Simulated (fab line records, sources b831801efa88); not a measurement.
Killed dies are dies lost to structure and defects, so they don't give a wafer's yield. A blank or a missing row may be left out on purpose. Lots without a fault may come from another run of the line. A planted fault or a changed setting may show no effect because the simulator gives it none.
A struck lot beside a sound one | flow sfq_line | 14 steps out of a route of 325
Sound: wafers L525.2, L525.3, L525.5. Struck: wafers L537.3, L537.4, L537.6. The cause comes at the end.
At each step with rows: each side's tool, then ch and its chambers, then its first start. Under that, the readings that differ: sound wafers | struck wafers | difference of the means | sigmas: that difference in standard deviations of wafers without a fault.
alike: readings whose means differ by less than 2 such deviations, and words and numbers that are the same on both sides. not compared: withheld readings, readings that some wafer has no value for, bounds like >300 that may hide the same value, and numbers for which the record gives no deviation and whose values overlap.
The two part at a step that has a row with sigmas, a row that says differs or no value, or rows on one side only. Numbers that don't overlap but have no deviation are shown without sigmas and don't part them. A reading that every wafer of one side lacks parts them only if that side has two wafers or more.

first, 6 steps without rows for these wafers: SFQ_TRILAYER_M1_LITHO_COAT_044 (resist thk 62 nm); SFQ_TRILAYER_M1_LITHO_COAT_039 (resist thk 600 nm); SFQ_TRILAYER_M1_LITHO_SOFTBAKE_043; SFQ_TRILAYER_M1_LITHO_EXPOSE_040 (exposes mask M1, target cd 500 nm); SFQ_TRILAYER_M1_LITHO_PEB_042 (peb time 60 s); SFQ_TRILAYER_M1_LITHO_DEVELOP_041 (time 60 s).
SFQ_M1_OVL_MEAS_911:
  sound on overlay-01, day 26 19:47; struck on overlay-01, day 30 13:06
  reading     | sound       | struck  | difference | sigmas
  M1_OVL (nm) | -18 -16 -14 | 13 10 7 | +26        | +4
SFQ_TRILAYER_M1_BARC_OPEN_METAL_ETCH_054: etches BARC in O2, target depth 125 nm, time 41.7 s.
  sound on rie_metal-02 ch 0,1, day 26 19:49; struck on rie_metal-02 ch 0,1, day 30 13:08
  alike: drypump_motor_current_A, oes_product_au
  not compared: rf_hours_counter_h
SFQ_TRILAYER_M1_ETCH_METAL_ETCH_042: etches Nb in Cl2/Ar, stops on SiO2, target depth 240 nm, time 120 s.
  sound on rie_metal-02 ch 0,1, day 26 19:53; struck on rie_metal-02 ch 0,1, day 30 13:13
  alike: drypump_motor_current_A, oes_product_au
  not compared: rf_hours_counter_h
SFQ_TRILAYER_M1_STRIP_STRIP_043: strips in O2.
  sound on rie_metal-02 ch 0,1, day 26 20:00; struck on rie_metal-02 ch 0,1, day 30 13:30
  alike: drypump_motor_current_A, oes_product_au
  not compared: rf_hours_counter_h
then, 1 step without rows for these wafers: SFQ_TRILAYER_M1_STRIP_SOLV_CLEAN_044 (cleans in NMP, time 600 s).
SFQ_TRILAYER_I1_DEP_PECVD_045: deposits SiO2 from SiH4/N2O, time 111.11 s, target thk 500 nm.
  sound on pecvd-04 ch 0,1,2, day 26 20:47; struck on pecvd-04 ch 0,2, day 30 14:05
  alike: heater_power_w, showerhead_vpp_V, throttle_valve_pct
SFQ_TRILAYER_I1_CMP_CMP_046: polishes SiO2.
  sound on cmp-02 ch 0,1,2, day 27 05:43; struck on cmp-02 ch 0,2,3, day 30 14:40
  reading          | sound             | struck            | difference | sigmas
  platen_rpm (rpm) | 59.98 60.00 59.95 | 66.01 66.04 66.01 | +6.04      | +99 or more
  alike: motor_current_A, time_to_endpoint_s
SFQ_I1_BOW_MEAS_912:
  sound on film_metro-03, day 27 08:44; struck on film_metro-03, day 30 17:12
  alike: I1_BOW

WHERE THEY PART
First at SFQ_M1_OVL_MEAS_911; last, within this record, at SFQ_TRILAYER_I1_CMP_CMP_046. Later steps at which nothing parts them and some readings are alike: SFQ_I1_BOW_MEAS_912.

WHY: what the simulator had put in
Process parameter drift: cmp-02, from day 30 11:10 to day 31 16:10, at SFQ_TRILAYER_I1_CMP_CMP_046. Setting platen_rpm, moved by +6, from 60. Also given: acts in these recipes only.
